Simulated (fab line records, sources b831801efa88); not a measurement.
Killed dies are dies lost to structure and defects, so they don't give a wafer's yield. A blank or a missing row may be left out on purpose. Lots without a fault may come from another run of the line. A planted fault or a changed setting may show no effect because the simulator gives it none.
Which tool did it? | flow gf180mcu | 6 lots, 18 wafers sampled, at 2 steps of a route of 602

WHAT THE GAUGES READ, wafer by wafer
GF_CONTACT_THK_MEAS_03.
lot  | measured     | on            | CONTACT_CVD_02_THK (nm)
L540 | day 16 11:13 | film_metro-04 | 854 839 865
L548 | day 19 05:42 | film_metro-03 | 1102 1107 1111
L553 | day 20 22:22 | film_metro-01 | 867 862 844
L555 | day 21 19:16 | film_metro-03 | 851 861 870
L557 | day 22 09:57 | film_metro-03 | 856 872 873
L559 | day 23 06:16 | film_metro-01 | 877 856 865

WHICH TOOL RAN EACH LOT (tool, then ch and the chambers of the sampled wafers, then the start)
lot  | GF_CONTACT_CVD_02
L540 | pecvd-04 ch 1,2, day 16 11:09
L548 | pecvd-02 ch 0,1,2, day 19 05:38
L553 | pecvd-04 ch 0,1,2, day 20 22:17
L555 | pecvd-02 ch 0,1, day 21 19:11
L557 | pecvd-03 ch 0,1,2, day 22 09:52
L559 | pecvd-04 ch 0,1, day 23 06:11
- GF_CONTACT_CVD_02: deposits SiO2 from TEOS, target thk 860 nm, time 95.992 s.

THE ANSWER, worked out from the rows above alone
Rule: what is usual is taken from the lots themselves. Put in order of their means at a reading, lots are off if they are a third of the lots or fewer, leave a main group of 4 or more, and stand apart from it by a gap of 3 or more times the standard deviation of the main group's means; of several such gaps the widest counts. A main group whose means are all the same, to the digits that the tables above print for the reading, isn't used. A lot without any number at a reading at which 4 lots or more have one is off too. The other lots that the step has rows for count as sound.
Off: L548, at GF_CONTACT_THK_MEAS_03 (CONTACT_CVD_02_THK). The main group: mean 861 nm, standard deviation 5.3.
A tool fits if, at a process step before that reading, it ran every lot that is off, and no sound lot after the first of them. The gauges at GF_CONTACT_THK_MEAS_03 are tried like those tools. None of those tried fits.

WHAT THE SIMULATOR HAD PUT IN
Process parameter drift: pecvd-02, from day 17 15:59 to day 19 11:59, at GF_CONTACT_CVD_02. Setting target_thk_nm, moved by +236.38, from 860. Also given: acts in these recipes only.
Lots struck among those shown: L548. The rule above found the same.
